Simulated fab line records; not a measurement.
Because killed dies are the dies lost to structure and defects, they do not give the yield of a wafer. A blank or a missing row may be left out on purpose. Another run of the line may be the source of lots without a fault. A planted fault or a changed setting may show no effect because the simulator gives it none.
fab line records    flow sky130
[record] lots = 10  wafers = 30  last_day = 49
route steps=708 shown POLY_CUT@317 SD_N@351 CONTACT@411
lots with no fault: from the same line, run without faults
start_h: the number of hours between the record's first day and the start of the first shown wafer of the lot    wait_h: hours from the lot's prior step to this one    " identical to the entry in the row above    L1.1+2: several wafers, shown together as one row    - no value, or no start given    * or withheld: withheld    < > ~ a bound
route shown NAME@n: NAME is a module with steps in the file, n the number in the route of the first one    usual: mean and standard deviation over wafers with no fault    same: alike in all rows    chamber/n: place in a boat    sites: readings site by site    _std_site: their standard deviation    _edge_site: the outer-site mean with the inner-site mean subtracted    radius_mm: for every site, how far away it sits from the centre of the wafer    mask NAME#n: copy n    behind: the last tool/chamber to shape the wafer    hold: why the lot went on hold/how many hours it stayed there/how the hold came to an end    device: which transistor (n, p or np) failed to switch    end of line: the route-end tests of the same wafers    a step with no rows: only its recipe    killed: count of dies lost to structure and defects at first sort (not the wafer's yield)    map: per-die view of a wafer (x killed, . not killed, _ where there is no die)
set.NAME: the setting the step ran with; set.NAME@STEP: the setting that earlier step ran with    model.NAME: the simulator's own value behind a step, which no gauge read
steps of the route over a sample of lots; a table a step, a row a wafer
services: a tool's chamber out of use, with start hour (start_h, from the record's first day; less than 0 if before it), hours out, and reason
[[steps]]
[step SKY_POLY_CUT_ETCH_10]
[recipe] chemistry = N2/H2  target = BARC  ion_energy_ev = 200  source_w = 500  bias_w = 100  pressure_mtorr = 30  n2_flow_sccm = 100  h2_flow_sccm = 200  stop_on = SiO2  time_s = 45.9  target_depth_a = 600
[usual] chamber_pressure_mTorr = 30.000/0.027  drypump_motor_current_A = 5.7/0.49  oes_product_au = 0.855/0.0049  throttle_valve_pct = 13.226/0.009
lot.wafer  tool         chamber  start_h  wait_h  chamber_pressure_mTorr  drypump_motor_current_A  oes_product_au  rf_hours_counter_h  throttle_valve_pct
L826.2     rie_diel-02  3        579.24   0.0     30.022                  5.3                      0.852           11                  13.238
L826.4     "            0        "        "       29.976                  5.3                      0.849           -                   13.224
L826.5     "            3        "        "       29.977                  5.3                      0.849           -                   13.218
L828.3     rie_diel-01  2        614.51   0.0     29.971                  5.4                      0.853           19                  13.232
L828.4     "            0        "        "       30.005                  5.7                      0.867           15                  13.218
L828.5     "            3        "        "       30.033                  5.3                      0.854           -                   13.219
L833.1     rie_diel-03  0        640.89   0.0     30.010                  4.9                      0.860           5                   13.215
L833.2     "            1        "        "       29.990                  5.9                      0.856           3                   13.219
L833.3     "            2        "        "       29.955                  6.4                      0.854           36                  13.216
L834.4     rie_diel-03  1        651.86   0.0     29.984                  5.9                      0.849           3                   13.235
L834.5     "            2        "        "       30.017                  6.4                      0.849           -                   13.226
L834.6     "            3        "        "       30.014                  5.6                      0.852           -                   13.221
L837.2     rie_diel-01  3        665.94   0.0     30.008                  5.3                      0.850           7                   13.238
L837.3     "            1        "        "       29.984                  6.3                      0.848           11                  13.214
L837.6     "            1        "        "       30.042                  6.3                      0.852           -                   13.217
L838.1     rie_diel-01  0        678.55   0.0     30.003                  5.7                      0.844           17                  13.220
L838.2     "            3        "        "       30.016                  5.3                      0.852           7                   13.235
L838.5     "            1        "        "       30.048                  6.3                      0.858           -                   13.226
L839.1     rie_diel-03  2        682.44   0.0     29.987                  6.4                      0.851           37                  13.236
L839.5     "            2        "        "       29.964                  6.4                      0.855           -                   13.221
L839.6     "            1        "        "       29.983                  5.9                      0.855           -                   13.225
L840.1     rie_diel-01  3        696.17   0.0     29.948                  5.3                      0.854           8                   13.211
L840.5     "            0        "        "       30.031                  5.7                      0.855           -                   13.228
L840.6     "            1        "        "       30.010                  6.4                      0.862           -                   13.228
L841.3     rie_diel-03  0        703.64   0.0     29.986                  4.9                      0.852           6                   13.214
L841.4     "            2        "        "       29.979                  6.4                      0.856           37                  13.234
L841.5     "            3        "        "       29.946                  5.6                      0.854           -                   13.229
L843.1     rie_diel-02  1        717.52   0.0     29.980                  6.6                      0.861           3                   13.246
L843.2     "            2        "        "       30.042                  5.8                      0.859           3                   13.231
L843.4     "            1        "        "       30.016                  6.6                      0.865           -                   13.219
[step SKY_SD_N_IMPLANT_09]
[recipe] species = As  energy_kev = 50  dose_cm2 = 4e+15  tilt_deg = 0
[usual] beam_energy_keV = 50.001/0.015  beam_on_s = 18.5/1.2  faraday_current_uA = 11917/750
lot.wafer  tool          chamber  start_h  wait_h  beam_energy_keV  beam_on_s  faraday_current_uA
L826.2     implanter-02  0        666.43   0.0     50.022           18.5       11888
L826.4     "             0        "        "       50.042           18.5       11902
L826.5     "             0        "        "       50.034           18.5       11834
L828.3     implanter-02  0        701.31   0.1     49.994           18.4       11847
L828.4     "             0        "        "       49.972           18.2       12011
L828.5     "             0        "        "       49.979           18.9       11600
L833.1     implanter-02  0        724.87   0.0     50.003           18.8       11657
L833.2     "             0        "        "       49.998           18.6       11799
L833.3     "             0        "        "       50.003           18.8       11615
L834.4     implanter-02  0        736.13   0.1     50.011           18.9       11606
L834.5     "             0        "        "       50.004           18.2       11987
L834.6     "             0        "        "       50.004           18.8       11625
L837.2     implanter-04  0        749.28   0.0     49.973           16.7       13073
L837.3     "             0        "        "       49.981           16.8       12940
L837.6     "             0        "        "       49.997           16.2       13512
L838.1     implanter-01  0        760.82   0.0     50.003           19.6       11198
L838.2     "             0        "        "       49.987           19.7       11189
L838.5     "             0        "        "       50.013           19.5       11258
L839.1     implanter-01  0        764.14   0.0     50.013           19.4       11279
L839.5     "             0        "        "       49.994           19.1       11455
L839.6     "             0        "        "       50.004           19.4       11271
L840.1     implanter-01  0        777.67   0.0     49.990           20.0       10982
L840.5     "             0        "        "       50.006           19.9       11029
L840.6     "             0        "        "       50.005           19.3       11359
L841.3     implanter-01  0        785.90   0.3     68.299           19.4       11308
L841.4     "             0        "        "       68.330           19.4       11297
L841.5     "             0        "        "       68.315           19.2       11369
L843.1     implanter-01  0        798.01   0.0     68.300           19.7       11142
L843.2     "             0        "        "       68.307           19.7       11182
L843.4     "             0        "        "       68.328           20.1       10943
[step SKY_SD_N_STRIP_11]
[recipe] chemistry = O2/N2  power_w = 1400  pressure_mtorr = 1500  platen_temp_c = withheld  o2_flow_sccm = 3131  n2_flow_sccm = 300  overash_fraction = 0.5
[usual] chamber_pressure_mTorr = 1500.1/1.4  drypump_motor_current_A = 5.9/0.4  o2_flow_sccm = 3129/7.5  oes_product_au = 0.528/0.0042  strip_time_to_endpoint_s = 22.48/0.04
lot.wafer  tool             chamber  start_h  wait_h  chamber_pressure_mTorr  drypump_motor_current_A  o2_flow_sccm  oes_product_au  rf_hours_counter_h  strip_time_to_endpoint_s
L826.2     plasma_asher-02  1        666.71   0.1     1500.6                  5.9                      3140          0.537           55                  22.54
L826.4     "                1        "        "       1500.5                  5.9                      3137          0.525           -                   22.46
L826.5     "                1        "        "       1501.5                  5.9                      3137          0.530           -                   22.49
L828.3     plasma_asher-02  1        701.59   0.1     1501.0                  5.9                      3122          0.533           -                   22.48
L828.4     "                0        "        "       1500.2                  5.9                      3125          0.529           -                   22.49
L828.5     "                1        "        "       1497.4                  5.9                      3135          0.524           -                   22.46
L833.1     plasma_asher-01  1        725.17   0.1     1500.5                  5.2                      3139          0.536           98                  22.47
L833.2     "                0        "        "       1497.7                  5.5                      3133          0.533           98                  22.50
L833.3     "                1        "        "       1502.6                  5.2                      3131          0.528           -                   22.50
L834.4     plasma_asher-03  0        736.39   0.1     1504.3                  6.5                      3135          0.527           -                   22.50
L834.5     "                0        "        "       1501.3                  6.6                      3134          0.530           -                   22.54
L834.6     "                1        "        "       1500.2                  6.0                      3134          0.535           -                   22.51
L837.2     plasma_asher-03  0        749.56   0.1     1497.8                  6.6                      3117          0.530           24                  22.51
L837.3     "                0        "        "       1500.0                  6.5                      3123          0.533           -                   22.48
L837.6     "                0        "        "       1500.8                  6.6                      3133          0.526           -                   22.51
L838.1     plasma_asher-02  1        761.12   0.1     1500.2                  5.9                      3124          0.530           66                  22.48
L838.2     "                0        "        "       1500.5                  5.9                      3130          0.527           66                  22.48
L838.5     "                0        "        "       1500.1                  5.9                      3131          0.522           -                   22.50
L839.1     plasma_asher-03  0        764.44   0.1     1499.5                  6.6                      3121          0.527           26                  22.50
L839.5     "                0        "        "       1500.8                  6.5                      3131          0.531           -                   22.51
L839.6     "                1        "        "       1502.0                  6.0                      3137          0.525           -                   22.55
L840.1     plasma_asher-02  1        777.97   0.1     1498.5                  5.9                      3130          0.533           68                  22.44
L840.5     "                0        "        "       1499.8                  5.9                      3119          0.528           -                   22.42
L840.6     "                1        "        "       1500.7                  5.9                      3135          0.528           -                   22.45
L841.3     plasma_asher-01  0        786.18   0.1     1501.1                  5.5                      3139          0.503           -                   25.21
L841.4     "                1        "        "       1499.0                  5.2                      3130          0.491           -                   25.24
L841.5     "                1        "        "       1499.6                  5.2                      3139          0.493           -                   25.22
L843.1     plasma_asher-02  1        798.31   0.1     1500.8                  5.9                      3118          0.495           69                  25.25
L843.2     "                0        "        "       1501.3                  5.9                      3130          0.491           69                  25.24
L843.4     "                1        "        "       1500.7                  5.9                      3134          0.496           -                   25.21
[step SKY_SD_N_TW_MEAS_12]
[usual] SD_N_TW = 3995/29
lot.wafer  tool           chamber  start_h  wait_h  hold                      SD_N_TW
L826.2     film_metro-03  -        666.82   0.1     -                         3972
L826.4     "              -        "        "       -                         3982
L826.5     "              -        "        "       -                         3973
L828.3     film_metro-04  -        701.68   0.1     -                         4032
L828.4     "              -        "        "       -                         4029
L828.5     "              -        "        "       -                         4050
L833.1     film_metro-03  -        725.27   0.1     -                         3958
L833.2     "              -        "        "       -                         3986
L833.3     "              -        "        "       -                         3977
L834.4     film_metro-04  -        736.49   0.1     -                         4026
L834.5     "              -        "        "       -                         4036
L834.6     "              -        "        "       -                         4029
L837.2     film_metro-04  -        749.67   0.1     -                         4024
L837.3     "              -        "        "       -                         4031
L837.6     "              -        "        "       -                         4017
L838.1     film_metro-04  -        761.22   0.1     -                         4016
L838.2     "              -        "        "       -                         3993
L838.5     "              -        "        "       -                         4006
L839.1     film_metro-03  -        764.54   0.1     -                         3970
L839.5     "              -        "        "       -                         3977
L839.6     "              -        "        "       -                         3981
L840.1     film_metro-03  -        778.07   0.1     -                         3949
L840.5     "              -        "        "       -                         3965
L840.6     "              -        "        "       -                         3948
L841.3     film_metro-02  -        786.27   0.1     await_dispo/0.2h/release  4387
L841.4     "              -        "        "       await_dispo/0.2h/release  4368
L841.5     "              -        "        "       await_dispo/0.2h/release  4377
L841.3     film_metro-02  -        786.49   0.2     -                         4357
L841.4     "              -        "        "       -                         4378
L841.5     "              -        "        "       -                         4394
L843.1     film_metro-04  -        798.41   0.1     await_dispo/0.2h/release  4347
L843.2     "              -        "        "       await_dispo/0.2h/release  4332
L843.4     "              -        "        "       await_dispo/0.2h/release  4346
L843.1     film_metro-04  -        798.63   0.2     -                         4346
L843.2     "              -        "        "       -                         4327
L843.4     "              -        "        "       -                         4322
[step SKY_SD_N_RS_MEAS_16]
[recipe] thk_meas_gauge = four-point-probe
[usual] SD_N_RS = 68.58/0.13
lot.wafer  tool           chamber  start_h  wait_h  hold                      SD_N_RS[ohm/sq]
L826.2     film_metro-03  -        667.17   0.1     -                         68.37
L826.4     "              -        "        "       -                         68.68
L826.5     "              -        "        "       -                         68.54
L828.3     film_metro-04  -        701.98   0.1     -                         68.59
L828.4     "              -        "        "       -                         68.35
L828.5     "              -        "        "       -                         68.42
L833.1     film_metro-02  -        725.60   0.1     -                         68.58
L833.2     "              -        "        "       -                         68.64
L833.3     "              -        "        "       -                         68.53
L834.4     film_metro-02  -        736.80   0.1     -                         68.75
L834.5     "              -        "        "       -                         68.71
L834.6     "              -        "        "       -                         68.67
L837.2     film_metro-02  -        749.96   0.1     -                         68.72
L837.3     "              -        "        "       -                         68.70
L837.6     "              -        "        "       -                         68.65
L838.1     film_metro-02  -        761.50   0.1     -                         68.52
L838.2     "              -        "        "       -                         68.33
L838.5     "              -        "        "       -                         68.34
L839.1     film_metro-02  -        764.83   0.1     -                         68.59
L839.5     "              -        "        "       -                         68.55
L839.6     "              -        "        "       -                         68.39
L840.1     film_metro-04  -        778.35   0.1     -                         68.61
L840.5     "              -        "        "       -                         68.52
L840.6     "              -        "        "       -                         68.71
L841.3     film_metro-03  -        789.33   0.1     await_dispo/0.2h/release  57.92
L841.4     "              -        "        "       await_dispo/0.2h/release  57.99
L841.5     "              -        "        "       await_dispo/0.2h/release  57.89
L841.3     film_metro-03  -        789.62   0.3     -                         58.06
L841.4     "              -        "        "       -                         57.87
L841.5     "              -        "        "       -                         57.75
L843.1     film_metro-03  -        800.62   0.1     await_dispo/0.2h/release  57.97
L843.2     "              -        "        "       await_dispo/0.2h/release  57.85
L843.4     "              -        "        "       await_dispo/0.2h/release  57.93
L843.1     film_metro-03  -        800.95   0.3     -                         57.74
L843.2     "              -        "        "       -                         57.98
L843.4     "              -        "        "       -                         57.86
[step SKY_CONTACT_BOW_MEAS_05]
[recipe] mode = bow
[usual] CONTACT_BOW = 81/7.7
lot.wafer  tool           chamber  start_h  wait_h  CONTACT_BOW[um]
L826.2     film_metro-04  -        725.56   0.2     85
L826.4     "              -        "        "       84
L826.5     "              -        "        "       85
L828.3     film_metro-01  -        761.60   0.3     67
L828.4     "              -        "        "       76
L828.5     "              -        "        "       78
L833.1     film_metro-04  -        782.97   0.1     91
L833.2     "              -        "        "       97
L833.3     "              -        "        "       80
L834.4     film_metro-02  -        793.89   0.2     83
L834.5     "              -        "        "       74
L834.6     "              -        "        "       73
L837.2     film_metro-01  -        807.66   0.2     78
L837.3     "              -        "        "       86
L837.6     "              -        "        "       83
L838.1     film_metro-01  -        819.25   0.2     94
L838.2     "              -        "        "       82
L838.5     "              -        "        "       81
L839.1     film_metro-02  -        822.05   0.1     81
L839.5     "              -        "        "       79
L839.6     "              -        "        "       89
L840.1     film_metro-04  -        835.74   0.2     76
L840.5     "              -        "        "       83
L840.6     "              -        "        "       69
[step SKY_CONTACT_ETCH_17]
[recipe] target = SiO2  chemistry = C4F8/O2/Ar  stop_on = Si3N4  mask_material = KrF-thick  source_w = 1500  bias_w = 1200  pressure_mtorr = 40  c4f8_flow_sccm = withheld  O2_flow_sccm = 6  Ar_flow_sccm = 300  time_s = withheld  target_depth_a = 3400
[usual] chamber_pressure_mTorr = 40.00/0.036  oes_product_au = 0.892/0.0051
lot.wafer  tool         chamber  start_h  wait_h  chamber_pressure_mTorr  oes_product_au
L826.2     rie_diel-04  3        752.16   0.0     39.95                   0.889
L826.4     "            1        "        "       40.04                   0.895
L826.5     "            1        "        "       39.99                   0.882
L828.3     rie_diel-01  1        788.96   0.0     39.95                   0.895
L828.4     "            3        "        "       40.06                   0.891
L828.5     "            2        "        "       40.01                   0.893
L833.1     rie_diel-04  1        809.20   0.0     40.02                   0.898
L833.2     "            0        "        "       40.01                   0.893
L833.3     "            2        "        "       40.07                   0.886
L834.4     rie_diel-02  2        821.11   0.0     39.97                   0.894
L834.5     "            0        "        "       40.03                   0.891
L834.6     "            3        "        "       40.03                   0.893
L837.2     rie_diel-01  2        834.60   0.0     39.97                   0.892
L837.3     "            3        "        "       40.05                   0.899
L837.6     "            1        "        "       39.95                   0.903
L838.1     rie_diel-01  2        846.40   0.0     39.95                   0.889
L838.2     "            1        "        "       39.94                   0.892
L838.5     "            1        "        "       40.07                   0.897
L839.1     rie_diel-02  3        848.11   0.0     40.01                   0.892
L839.5     "            3        "        "       39.93                   0.894
L839.6     "            0        "        "       40.01                   0.886
L840.1     rie_diel-04  3        861.45   0.0     39.99                   0.882
L840.5     "            2        "        "       40.00                   0.896
L840.6     "            3        "        "       39.98                   0.890
[[services]]
tool             chamber  start_h  hours  kind
rie_diel-02      1        561.00   2.2    repair
rie_diel-03      -        580.95   2.8    pm
implanter-02     -        585.18   5.4    pm
rie_diel-01      3        598.76   4.3    repair
rie_diel-04      3        601.94   12.8   repair
rie_diel-01      -        617.92   2.8    pm
plasma_asher-02  -        618.17   1.3    repair
rie_diel-04      -        619.83   0.3    repair
rie_diel-03      3        642.89   1.5    repair
plasma_asher-03  -        657.68   74.9   pm
rie_diel-01      2        676.45   18.7   repair
rie_diel-03      1        685.82   5.5    repair
rie_diel-02      0        715.33   5.7    repair
plasma_asher-03  -        763.03   1.3    repair
plasma_asher-02  -        763.84   2.3    repair
implanter-02     -        773.68   98.6   pm
plasma_asher-02  -        781.15   2.4    repair
rie_diel-02      0        792.60   5.5    repair
rie_diel-02      3        799.76   14.3   repair
rie_diel-03      -        805.48   0.4    repair
rie_diel-01      -        812.72   1.2    repair
implanter-01     -        820.48   3.8    pm
rie_diel-03      -        827.33   0.4    repair
rie_diel-03      2        852.89   19.1   repair
[[key]]
[first_sign] step = SKY_SD_N_IMPLANT_09  reading = beam_energy_keV  direction = up  sigmas = 99+  usual = *  struck = *
[effect] step = SKY_SD_N_STRIP_11  reading = strip_time_to_endpoint_s  direction = up  sigmas = 68  usual = *  struck = *
[effect] step = SKY_SD_N_TW_MEAS_12  reading = visit  direction = added
[effect] step = SKY_SD_N_TW_MEAS_12  reading = SD_N_TW  direction = up  sigmas = 12  usual = 3995  struck = 4359
[effect] step = SKY_SD_N_RS_MEAS_16  reading = visit  direction = added
[effect] step = SKY_SD_N_RS_MEAS_16  reading = SD_N_RS  direction = down  sigmas = 80  usual = 68.58  struck = 57.92
met_at SKY_SD_N_IMPLANT_09
struck_lots L841,L843
scrapped_behind SKY_SD_N_RS_MEAS_16 L841.3,L841.4,L841.5,L843.1,L843.2,L843.4
not_acting_at SKY_POLY_CUT_ETCH_10,SKY_CONTACT_BOW_MEAS_05,SKY_CONTACT_ETCH_17
onset_between 777.67 785.90
[fault] kind = process_parameter_drift  tool = implanter-01  chamber = -  onset_h = 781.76  steps = SKY_SD_N_IMPLANT_09  channel = energy_kev  offset = *  shape = step  end_h = 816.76  acts_in = *  stated = *
